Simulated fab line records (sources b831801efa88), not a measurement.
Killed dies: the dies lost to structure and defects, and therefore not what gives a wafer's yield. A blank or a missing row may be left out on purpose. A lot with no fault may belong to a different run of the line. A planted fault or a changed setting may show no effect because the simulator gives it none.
8D (eight disciplines) problem report, filled in by code / flow sky130 / the parts of the form that need people (team, actions taken, sign-off) are left out

## 1. WHAT IS WRONG
Wafers without a fault read 110.01 C, standard deviation 0.12; plate-temp-C at SKY_NWELL_SOFTBAKE_06 reads a mean of 116.77 C on 6 wafers belonging to 2 lots. That is +56 standard deviations from the usual mean.
Seen first at day 6 19:20 on litho-track-03, wafer L448.3. The record holds 33 wafers of 11 lots with a number at this step. Rule for "out" (also "out of limits"): further than 4 standard deviations from the usual mean. The rest of the wafers with a number are treated as sound.

## 2. WHAT THIS IS AND IS NOT
question=which readings at this step | is=plate-temp-C, heater-power-total-W | is not=-
question=which lots | is=L448, L449 | is not=L437, L438, L439, L440, L441, L455, L457, L459, L460
question=which wafers of those lots | is=all that have a number | is not=-
question=read on which tools | is=litho-track-03 | is not=litho-track-02, litho-track-04
question=when | is=from day 6 19:20 | is not=up to then (15 sound wafers); but 12 sound wafers of L455, L457, L459, L460 came after

## 3. THE SUSPECTS, EACH WITH WHAT RULES IT OUT
Counting: a tool stays on the suspect list if, at a process step up to the reading, it processed all lots that are out and no sound lot following the first of them.
- litho-track-03 at SKY_NWELL_SOFTBAKE_06: ruled out as a lasting fault. The sound lots L459 went through it after L448, its earliest lot that is out (day 6 19:20).
Left after counting: nothing in the record.

## 4. THE CAUSE (what the simulator had put in)
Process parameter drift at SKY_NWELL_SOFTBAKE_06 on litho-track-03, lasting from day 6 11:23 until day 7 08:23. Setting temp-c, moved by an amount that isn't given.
Counting ruled it out, wrongly.

## 5. THE CHAIN OF EFFECTS, in route order
Each row: a reading whose mean over the struck wafers that have a number lies more than 3 standard deviations from the usual. Only readings for which the record gives a usual standard deviation are gone through. hours: the time from each lot's start at the first step in this table that gives one to its start at this step, as a median over the lots. sigmas: the change in usual standard deviations.
hours=0; step=SKY_NWELL_SOFTBAKE_06; reading=heater-power-total-W; usual=65.32 W; on struck wafers=70.78; change=+5.46; sigmas=+42
hours=0; step=SKY_NWELL_SOFTBAKE_06; reading=plate-temp-C; usual=110.01 C; on struck wafers=116.77; change=+6.76; sigmas=+56
hours=11; step=SKY_NWELL_STRIP_14; reading=strip-time-to-endpoint-s; usual=36.89 s; on struck wafers=36.24; change=-0.65; sigmas=-6.5
The process steps in it:
- SKY_NWELL_SOFTBAKE_06
- SKY_NWELL_STRIP_14: strips in O2/N2.

## 6. WHAT WOULD HAVE CAUGHT IT SOONER
In this record the first reading out of limits was taken at day 6 19:20, 8 hours after the fault began at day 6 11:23.
